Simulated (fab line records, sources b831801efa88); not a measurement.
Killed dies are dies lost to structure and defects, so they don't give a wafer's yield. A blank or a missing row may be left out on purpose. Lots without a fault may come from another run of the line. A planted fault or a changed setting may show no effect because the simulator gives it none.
A struck lot beside a sound one | flow sky130 | 18 steps out of a route of 708
Sound: wafers L184.3, L184.5, L184.6. Struck: wafers L202.2, L202.5, L202.6. The cause comes at the end.
At each step with rows: each side's tool, then ch and its chambers, then its first start. Under that, the readings that differ: sound wafers | struck wafers | difference of the means | sigmas: that difference in standard deviations of wafers without a fault.
alike: readings whose means differ by less than 2 such deviations, and words and numbers that are the same on both sides. not compared: withheld readings, readings that some wafer has no value for, bounds like >300 that may hide the same value, and numbers for which the record gives no deviation and whose values overlap.
The two part at a step that has a row with sigmas, a row that says differs or no value, or rows on one side only. Numbers that don't overlap but have no deviation are shown without sigmas and don't part them. A reading that every wafer of one side lacks parts them only if that side has two wafers or more.

first, 2 steps without rows for these wafers: SKY_GATE_OXIDE_CLEAN_00 (cleans in SC1/SC2, time 150 s); SKY_GATE_OXIDE_OXIDATION_01 (stabilise 600 s, purge 300 s, target thk 10.268 nm).
SKY_GATE_OXIDE_THK_MEAS_02:
  sound on film_metro-02, day 13 22:38; struck on film_metro-02, day 19 13:04
  alike: GATE_OXIDE_OXIDATION_00_THK
then, 7 steps without rows for these wafers: SKY_GATE_OXIDE_DEHYDRATE_03 (time 60 s); SKY_GATE_OXIDE_HMDS_04 (prime time 60 s); SKY_GATE_OXIDE_COAT_05 (resist thk 1140 nm); SKY_GATE_OXIDE_SOFTBAKE_06 (time 60 s); SKY_GATE_OXIDE_EXPOSE_07 (exposes mask LVOM, target cd 600 nm); SKY_GATE_OXIDE_PEB_08; SKY_GATE_OXIDE_DEVELOP_09 (develop time 60 s).
SKY_GATE_OXIDE_OVL_MEAS_10:
  sound on overlay-02, day 15 00:50; struck on overlay-02, day 20 19:56
  alike: GATE_OXIDE_OVL
then, 1 step without rows for these wafers: SKY_GATE_OXIDE_IMPLANT_11.
SKY_GATE_OXIDE_WET_ETCH_12: etches SiO2 in dHF, target depth 16.8 nm, time 336 s.
  sound on wet_bench-02 ch 0, day 15 01:01; struck on wet_bench-04 ch 0, day 20 20:07
  reading                                    | sound         | struck            | difference | sigmas
  run_length_s (s)                           | 368 368 368   | 184 184 184       | -184       | -51
  model.SiO2_of_FIELD_ISO_CVD_24.thk_nm (nm) | 365 365.9 365 | 376.6 376.2 375.7 | +10.9      |
  alike: temp_c
SKY_GATE_OXIDE_STRIP_13: strips in O2/N2.
  sound on plasma_asher-03 ch 0,1, day 15 01:09; struck on plasma_asher-01 ch 0,1, day 20 20:13
  alike: drypump_motor_current_A, oes_product_au, strip_time_to_endpoint_s
  not compared: rf_hours_counter_h
SKY_GATE_OXIDE_TW_MEAS_14:
  sound on film_metro-03, day 15 01:14; struck on film_metro-02, day 20 20:20
  alike: GATE_OXIDE_TW
SKY_GATE_OXIDE_CLEAN_15: cleans in SC1/SC2, time 150 s.
  sound on wet_bench-02 ch 1, day 15 01:17; struck on wet_bench-01 ch 0, day 20 20:23
  reading                                    | sound             | struck            | difference | sigmas
  model.SiO2_of_FIELD_ISO_CVD_24.thk_nm (nm) | 364.3 365.2 364.3 | 375.9 375.6 375.1 | +10.9      |
  alike: temp_c
then, 1 step without rows for these wafers: SKY_GATE_OXIDE_OXIDATION_16 (stabilise 600 s, purge 300 s, target thk 3.57 nm).
-- the record jumps here: 30 days lie between the struck wafers' starts before and after (it left off in module GATE_OXIDE and takes up again in module PAD_OPEN, whose first step shown is number 708 of the route) --
SKY_PAD_OPEN_PROBE_99:
  sound on prober-01, day 46 16:23; struck on prober-02, day 50 08:56
  reading             | sound     | struck      | difference | sigmas
  killed_at_front_end | 11 17 15  | 424 406 423 | +403       | +90
  killed_dies         | 85 111 84 | 492 492 492 | +399       | +41
  killed_on_rim       | 14 20 12  | 96 96 96    | +81        | +22
  alike: killed_at_M0_to_M3, killed_at_M4_up, killed_at_contacts, killed_at_other, killed_open, killed_short

WHERE THEY PART
First at SKY_GATE_OXIDE_WET_ETCH_12; last, within this record, at SKY_PAD_OPEN_PROBE_99.

WHY: what the simulator had put in
Process parameter drift: wet_bench-04, from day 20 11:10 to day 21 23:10, at SKY_GATE_OXIDE_WET_ETCH_12. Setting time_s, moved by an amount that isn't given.
